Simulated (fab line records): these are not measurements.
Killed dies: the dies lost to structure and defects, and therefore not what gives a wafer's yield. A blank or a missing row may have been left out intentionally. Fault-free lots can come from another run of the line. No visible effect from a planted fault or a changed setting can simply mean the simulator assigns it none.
Which of the tools did it? | flow gf180mcu | 14 lots, 42 wafers sampled, at 4 steps of a route of 602

## WHAT THE GAUGES SHOWED, per wafer
GF_V1_RS_MEAS_24: a four-point-probe measurement. Usual: V1_W_RS 0.3267 ohm/sq, standard deviation 0.0028.
lot  | measured     | on           | V1_W_RS (ohm/sq)     | flag
L985 | day 18 06:52 | filmMetro-02 | 0.3278 0.3279 0.3297 | 
L986 | day 18 17:59 | filmMetro-03 | 0.3279 0.3286 0.3273 | 
L987 | day 18 19:40 | filmMetro-03 | 0.3290 0.3276 0.3308 | 
L988 | day 19 05:19 | filmMetro-04 | 0.3276 0.3254 0.3246 | 
L989 | day 19 17:41 | filmMetro-03 | 0.3301 0.3307 0.3287 | 
L999 | day 23 17:11 | filmMetro-02 | 0.3264 0.3250 0.3231 | 
L100 | day 23 18:49 | filmMetro-03 | 0.3295 0.3241 0.3285 | 
L101 | day 24 02:44 | filmMetro-03 | 0.3267 0.3230 0.3267 | 
L103 | day 24 11:59 | filmMetro-03 | 0.3259 0.3266 0.3304 | 
L104 | day 24 21:23 | filmMetro-02 | 0.3283 0.3255 0.3286 | 
L105 | day 25 07:43 | filmMetro-02 | 0.3325 0.3259 0.3243 | 
L106 | day 25 13:37 | filmMetro-04 | 0.3294 0.3308 0.3285 | 
L107 | day 25 16:44 | filmMetro-02 | 0.3270 0.3285 0.3349 | 
L108 | day 26 01:40 | filmMetro-03 | 0.3274 0.3249 0.3243 | 

GF_V1_THK_MEAS_25: measures by xrf. Usual: V1_W_THK 367 nm, standard deviation 6.1.
lot  | measured     | on           | V1_W_THK (nm) | flag
L985 | day 18 06:59 | filmMetro-02 | 360 361 361   | 
L986 | day 18 18:05 | filmMetro-03 | 367 366 368   | 
L987 | day 18 19:46 | filmMetro-03 | 367 368 363   | 
L988 | day 19 05:26 | filmMetro-04 | 367 369 371   | 
L989 | day 19 17:48 | filmMetro-03 | 368 366 368   | 
L999 | day 23 17:18 | filmMetro-02 | 368 369 369   | 
L100 | day 23 18:55 | filmMetro-03 | 366 373 367   | 
L101 | day 24 02:51 | filmMetro-03 | 365 370 371   | 
L103 | day 24 12:07 | filmMetro-03 | 369 367 364   | 
L104 | day 24 21:30 | filmMetro-02 | 358 357 355   | 
L105 | day 25 07:50 | filmMetro-02 | 356 362 367   | 
L106 | day 25 13:44 | filmMetro-04 | 364 360 365   | 
L107 | day 25 16:51 | filmMetro-02 | 360 357 352   | 
L108 | day 26 01:47 | filmMetro-03 | 369 371 372   | 

GF_M3_THK_MEAS_06: measures by xrf. Usual: M3_ALCU_THK 453 nm, standard deviation 5.2.
lot  | measured     | on           | M3_ALCU_THK (nm) | flag
L985 | day 20 10:40 | filmMetro-04 | 459 462 460      | 
L986 | day 20 21:29 | filmMetro-03 | 455 454 448      | 
L989 | day 21 20:47 | filmMetro-03 | 448 445 447      | 
L999 | day 25 17:53 | filmMetro-03 | 454 460 456      | 
L100 | day 25 22:16 | filmMetro-03 | 450 451 450      | 
L101 | day 26 02:23 | filmMetro-04 | 455 452 455      | 
L103 | day 26 11:44 | filmMetro-04 | 454 452 452      | 
L104 | day 26 20:26 | filmMetro-04 | 445 446 451      | 
L105 | day 27 05:02 | filmMetro-03 | 443 448 451      | 
L106 | day 27 11:25 | filmMetro-03 | 440 447 444      | 
L107 | day 27 14:01 | filmMetro-04 | 459 460 455      | 
L108 | day 27 22:21 | filmMetro-01 | 458 461 461      | 

## TOOL THAT RAN EACH LOT (tool first, then ch and the chambers of the sampled wafers, then the start)
lot  | GF_V2_SPUTTER_22
L985 | pvdSputter-02, day 20 09:41
L986 | pvdSputter-04, day 20 20:29
L987 | pvdSputter-04, day 20 21:53
L988 | pvdSputter-02, day 21 07:29
L989 | pvdSputter-03, day 21 19:47
L999 | pvdSputter-04, day 25 16:55
L100 | pvdSputter-02, day 25 17:34
L101 | pvdSputter-02, day 26 01:25
L103 | pvdSputter-02, day 26 10:46
L104 | pvdSputter-02, day 26 19:28
L105 | pvdSputter-03, day 27 04:04
L106 | pvdSputter-02, day 27 10:27
L107 | pvdSputter-04, day 27 13:02
L108 | pvdSputter-02, day 27 21:22
- GF_V2_SPUTTER_22: material TiN, target thk 10 nm, time 40 s.

## AS READ BY THE TOOLS THEMSELVES (means over the sampled wafers that have a number; for cases with no such wafer, the mark the record gives instead)
GF_V2_SPUTTER_22. Usual: cathodeDcPowerW 3999.9 W, standard deviation 0.74; chamberPressurePa 4.997 Pa, standard deviation 0.011; throttleValvePct 30.6 %, standard deviation 0.76.
lot  | tool          | cathodeDcPowerW (W) | chamberPressurePa (Pa) | throttleValvePct (%) | flag
L985 | pvdSputter-02 | 4000.1              | 5.009                  | 30.6                 | 
L986 | pvdSputter-04 | 3999.4              | 4.986                  | 31.1                 | 
L987 | pvdSputter-04 | -                   | -                      | -                    | OFF
L988 | pvdSputter-02 | -                   | -                      | -                    | OFF
L989 | pvdSputter-03 | 4000.4              | 4.993                  | 30.5                 | 
L999 | pvdSputter-04 | 3999.6              | 5.004                  | 31.1                 | 
L100 | pvdSputter-02 | 3999.5              | 4.998                  | 31.0                 | 
L101 | pvdSputter-02 | 4000.3              | 4.997                  | 30.8                 | 
L103 | pvdSputter-02 | 4000.1              | 4.996                  | 30.4                 | 
L104 | pvdSputter-02 | 3999.8              | 4.997                  | 30.2                 | 
L105 | pvdSputter-03 | 3998.6              | 4.996                  | 30.2                 | 
L106 | pvdSputter-02 | 4000.3              | 4.985                  | 30.8                 | 
L107 | pvdSputter-04 | 3999.8              | 5.001                  | 30.9                 | 
L108 | pvdSputter-02 | 3999.9              | 4.997                  | 30.6                 | 

## THE ANSWER, worked out from the rows above alone
Rule: a lot counts as off when the mean over its wafers that have a number is more than 3 standard deviations away from the usual mean. Also off: a lot with no number at a reading for which 4 or more lots have one. Any other lot the step has rows for is counted as sound. First the gauges in route order, then the tools' own readings, where a lot's mean is used as printed above. At the first step where some lot is off, the reading lying furthest off is the one used; lots without a number count as furthest.
Off at GF_V2_SPUTTER_22 (cathodeDcPowerW): L987, L988. Without a number there: L987, L988.
If a tool, at that step or one of the process steps before it, ran each lot that is off and ran no sound lot following the first of them, it fits. None of those tried fits.

## WHAT THE SIMULATOR HAD INSERTED
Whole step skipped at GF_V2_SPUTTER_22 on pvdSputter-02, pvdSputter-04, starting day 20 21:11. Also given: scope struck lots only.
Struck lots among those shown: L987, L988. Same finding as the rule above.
